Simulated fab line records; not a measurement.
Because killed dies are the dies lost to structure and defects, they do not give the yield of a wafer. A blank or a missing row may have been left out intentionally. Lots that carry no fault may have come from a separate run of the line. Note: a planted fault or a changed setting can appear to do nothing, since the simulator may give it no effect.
A struck lot beside a sound one / flow sky130 / 32 out of 708 route steps
Sound: the wafers L811.2, L811.4, L811.5. Struck: wafers L826.3, L826.4, L826.6. At the end, the cause is stated.
Per side, at each step with rows, come the tool, then ch with its chambers, and then its first start. Under that, the readings that differ: sound wafers / struck wafers / difference of the means / sigmas: that difference in standard deviations of wafers without a fault.
alike: readings whose means differ by less than 2 such deviations, and words and numbers that are the same on both sides. not compared: withheld readings, readings that some wafer has no value for, bounds like >300 that may hide the same value, and numbers for which the record gives no deviation and whose values overlap.
The two part at a step that has a row with sigmas, a row that says differs or no value, or rows on one side only. When numbers do not overlap yet have no deviation, they are printed without sigmas and do not part them. Lack of a reading on every wafer of one side parts them only where that side has two or more wafers.

SKY_FIELD_ISO_BOW_MEAS_00:
  struck on film_metro-02, day 5 19:02; sound on film_metro-02, day 2 16:01
  alike: INCOMING_BOW
SKY_FIELD_ISO_OXIDATION_01: stabilise 600 s, purge 300 s, target thk 12 nm.
  sound on furnace-01 ch 0, day 2 18:28; struck on furnace-02 ch 0, day 5 20:34
  alike: zone_power_lower_pct
SKY_FIELD_ISO_THK_MEAS_02:
  struck on film_metro-03, day 5 22:06; sound on film_metro-03, day 2 19:59
  alike: FIELD_ISO_OXIDATION_00_THK
then, 1 step without rows for these wafers: SKY_FIELD_ISO_CVD_03 (deposits Si3N4 from DCS/NH3, target thk 165 nm, time 2830 s).
SKY_FIELD_ISO_THK_MEAS_04:
  struck on film_metro-03, day 6 02:45; sound on film_metro-03, day 2 23:44
  alike: FIELD_ISO_CVD_03_THK
then, 8 steps without rows for these wafers: SKY_FIELD_ISO_DEHYDRATE_05 (time 60 s); SKY_FIELD_ISO_HMDS_06 (prime time 60 s); SKY_FIELD_ISO_COAT_07 (resist thk 60 nm); SKY_FIELD_ISO_COAT_08 (resist thk 450 nm); SKY_FIELD_ISO_SOFTBAKE_09 (time 90 s); SKY_FIELD_ISO_EXPOSE_10 (exposes mask FOM, target cd 150 nm); SKY_FIELD_ISO_PEB_11; SKY_FIELD_ISO_DEVELOP_12 (develop time 60 s).
SKY_FIELD_ISO_CD_MEAS_13 targets a cd of 150 nm.
  struck on cd_sem-01, day 6 21:42; sound on cd_sem-02, day 3 15:20
  alike: cd_nm
SKY_FIELD_ISO_ETCH_14: etches BARC in N2/H2, stops on SiO2, time 45.9 s, target depth 60 nm.
  sound on rie_diel-04 ch 0,2,3, day 3 15:26; struck on rie_diel-01 ch 0,1,3, day 6 21:47
  alike: drypump_motor_current_A, oes_product_au, throttle_valve_pct
  not compared: rf_hours_counter_h
SKY_FIELD_ISO_ETCH_15: etches the open film in CHF3/O2, stops on Si, target depth 180 nm, time 72 s.
  sound on rie_diel-04 ch 0,2,3, day 3 15:28; struck on rie_diel-01 ch 0,1,3, day 6 21:49
  alike: drypump_motor_current_A, oes_product_au, throttle_valve_pct
  not compared: rf_hours_counter_h
SKY_FIELD_ISO_STRIP_16: strips in O2/N2.
  sound on plasma_asher-01 ch 0, day 3 15:32; struck on plasma_asher-03 ch 0,1, day 6 21:55
reading=strip_time_to_endpoint_s (s); sound=3.518 3.500 3.461; struck=3.543 3.589 3.526; difference=+0.060; sigmas=+2
  alike: drypump_motor_current_A, o2_flow_sccm, oes_product_au
  not compared: rf_hours_counter_h
SKY_FIELD_ISO_ETCH_17: etches Si in HBr/Cl2/O2, target depth 342 nm, time 97.7 s.
  sound on rie_si-02 ch 0,1, day 3 15:38; struck on rie_si-01 ch 0,1, day 6 21:59
  alike: drypump_motor_current_A, mfc_cl2_sccm, oes_product_au, throttle_valve_pct
  not compared: rf_hours_counter_h
then, 5 steps without rows for these wafers: SKY_FIELD_ISO_WET_ETCH_18 (etches Si3N4 in H3PO4, target depth 25 nm, time 286 s); SKY_FIELD_ISO_CLEAN_19 (cleans in SC1/SC2, time 150 s); SKY_FIELD_ISO_CLEAN_20 (cleans in dHF, time 20 s); SKY_FIELD_ISO_WET_ETCH_21 (etches SiO2 in dHF, target depth 20 nm, time 400 s); SKY_FIELD_ISO_OXIDATION_22 (stabilise 600 s, purge 300 s, target thk 10 nm).
SKY_FIELD_ISO_THK_MEAS_23:
  struck on film_metro-03, day 7 00:11; sound on film_metro-02, day 3 17:26
  alike: FIELD_ISO_OXIDATION_01_THK
then, 1 step without rows for these wafers: SKY_FIELD_ISO_CVD_24 (deposits SiO2, target thk 595 nm, time 99.2 s).
SKY_FIELD_ISO_THK_MEAS_25:
  struck on film_metro-02, day 7 00:19; sound on film_metro-04, day 3 17:34
  alike: FIELD_ISO_CVD_24_THK
then, 1 step without rows for these wafers: SKY_FIELD_ISO_ANNEAL_26 (time 1800 s).
SKY_FIELD_ISO_CMP_27: polishes, stops on Si3N4, t overpolish 16 s, target thk 457.8 nm.
  sound on cmp-02 ch 1,2, day 3 20:26; struck on cmp-01 ch 1,3, day 7 03:17
  alike: motor_current_A, overpolish_run_s, time_to_endpoint_s
then, 3 steps without rows for these wafers: SKY_FIELD_ISO_WET_ETCH_28 (etches SiO2 in dHF, target depth 23.7 nm, time 47 s); SKY_FIELD_ISO_WET_ETCH_29 (etches Si3N4 in H3PO4, target depth 160 nm, time 1825 s); SKY_FIELD_ISO_WET_ETCH_30 (etches SiO2 in dHF, target depth 25 nm, time 50 s).
-- record jumps: 44 days separate the struck wafers' starts on either side; left off in module FIELD_ISO, taken up again in module PAD_OPEN, whose first shown step is the route's number 708 --
SKY_PAD_OPEN_PROBE_99:
  struck on prober-01, day 51 05:57; sound on prober-02, day 48 00:41
reading=killed_at_M0_to_M3; sound=53 55 45; struck=37 34 35; difference=-16; sigmas=-2
reading=killed_at_front_end; sound=13 12 14; struck=115 130 127; difference=+111; sigmas=+26
reading=killed_dies; sound=98 93 89; struck=179 186 182; difference=+89; sigmas=+9
reading=killed_on_rim; sound=14 22 16; struck=34 41 39; difference=+21; sigmas=+5
reading=killed_open; sound=55 46 50; struck=41 37 33; difference=-13; sigmas=-2
  alike: killed_at_M4_up, killed_at_contacts, killed_at_other, killed_short

## WHERE THEY PART
First at SKY_FIELD_ISO_STRIP_16; last, within this record, at SKY_PAD_OPEN_PROBE_99.

WHY: what the simulator had put in
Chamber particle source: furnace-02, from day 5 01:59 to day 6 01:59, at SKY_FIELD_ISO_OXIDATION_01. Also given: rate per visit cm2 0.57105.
